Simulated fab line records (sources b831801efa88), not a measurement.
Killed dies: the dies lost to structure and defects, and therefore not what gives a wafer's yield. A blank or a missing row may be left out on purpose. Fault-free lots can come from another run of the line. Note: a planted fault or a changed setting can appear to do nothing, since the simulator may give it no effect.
Chamber matching ; flow sky130 ; 4 sister chambers for SKY_VIA1_ETCH_14 on rie-diel-04
The step etches BARC in N2/H2, stops on SiO2, time 45.9 s, target depth 60 nm. 4 wafers are shown with their chamber, then 8 later ones without.

WAFERS WITH THEIR CHAMBER
wafer;chamber;drypump-motor-current-A (A)
L247.3;1;6.4
L251.4;0;6.4
L251.5;3;5.8
L259.2;2;5.2

WAFERS MISSING THEIR CHAMBER
wafer;drypump-motor-current-A (A)
L259.3;5.8
L259.4;6.4
L260.2;5.7
L260.3;6.4
L260.4;5.2
L262.2;5.8
L262.3;5.2
L262.5;6.3

EACH ONE'S CHAMBER
wafer;from the rows above;in truth
L259.3;3;3
L259.4;can't be placed: 0 or 1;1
L260.2;3;3
L260.3;can't be placed: 0 or 1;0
L260.4;2;2
L262.2;3;3
L262.3;2;2
L262.5;can't be placed: 0 or 1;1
Correct placement for 5 of the 8. These rows do not allow placing 3 (true chamber among the candidates in 3). Wrongly placed: 0.
How it was worked out, from the rows above alone: a wafer's distance from a chamber is the root of the sum, over the readings, of the square of ((its reading less the chamber's mean) divided by the reading's scatter). The wafer belongs to the nearest chamber; if the next one is less than 2 further off, it can't be placed. Each chamber's mean is taken over the wafers shown for it. The scatter (one wafer shown for each chamber): square how far every hidden wafer sits from the nearest shown wafer, average those squares and take the square root.
